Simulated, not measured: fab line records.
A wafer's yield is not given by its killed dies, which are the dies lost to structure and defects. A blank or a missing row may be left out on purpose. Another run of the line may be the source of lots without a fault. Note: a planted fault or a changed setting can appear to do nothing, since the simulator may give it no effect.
Chamber matching	flow sfq line	SFQ_TRILAYER_L0_VIA_ETCH_VIA_ETCH_016 on rie diel-04 has 4 sister chambers
The step etches SiO2 in CHF3, stops on MoNx KI, target depth 80 nm. 14 wafers are shown with their chamber, then 7 later ones without.

## WAFERS, EACH WITH ITS CHAMBER
wafer	chamber	drypump motor current A (A)	oes product au (a.u.)
L602.1	0	6.2	0.838
L602.2	1	5.7	0.845
L602.6	1	5.6	0.845
L603.2	2	6.7	0.837
L603.3	3	5.7	0.825
L603.6	3	5.7	0.839
L605.1	3	5.8	0.838
L605.2	0	6.2	0.841
L605.3	2	6.6	0.835
L613.1	1	5.7	0.839
L613.3	0	6.2	0.816
L613.5	0	6.2	0.839
L620.1	0	6.2	0.833
L620.2	3	5.8	0.834

SIGNATURES (means of the wafers above)
reading	chamber 0	chamber 1	chamber 2	chamber 3	scatter within a chamber
drypump motor current A	6.200	5.667	6.650	5.750	0.0465
oes product au	0.83340	0.84300	0.83600	0.83400	0.00749
Rule: a wafer lies at a distance from a chamber equal to the root of the sum of squares, over the readings, of (its reading less the chamber's mean, divided by the reading's scatter). The wafer belongs to the nearest chamber; if the next one is less than 2 further off, it can't be placed. The scatter: the root of (the sum of the squares of (reading less its chamber's mean) over the shown wafers, divided by (wafers less chambers)).

## WAFERS WITHOUT THEIR CHAMBER
wafer	drypump motor current A (A)	oes product au (a.u.)
L620.4	5.7	0.844
L621.2	5.7	0.835
L621.4	6.2	0.847
L621.6	6.6	0.856
L623.1	5.7	0.839
L623.4	6.7	0.855
L623.5	5.7	0.851

## WHICH CHAMBER EACH WENT THROUGH
wafer	from the rows above	in truth
L620.4	can't be placed: 1 or 3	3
L621.2	can't be placed: 3 or 1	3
L621.4	0	0
L621.6	2	2
L623.1	can't be placed: 1 or 3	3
L623.4	2	2
L623.5	can't be placed: 1 or 3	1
Correctly placed: 3 of 7. Can't be placed from these rows: 4 (the true chamber is among the candidates in 4). 0 placed wrongly.
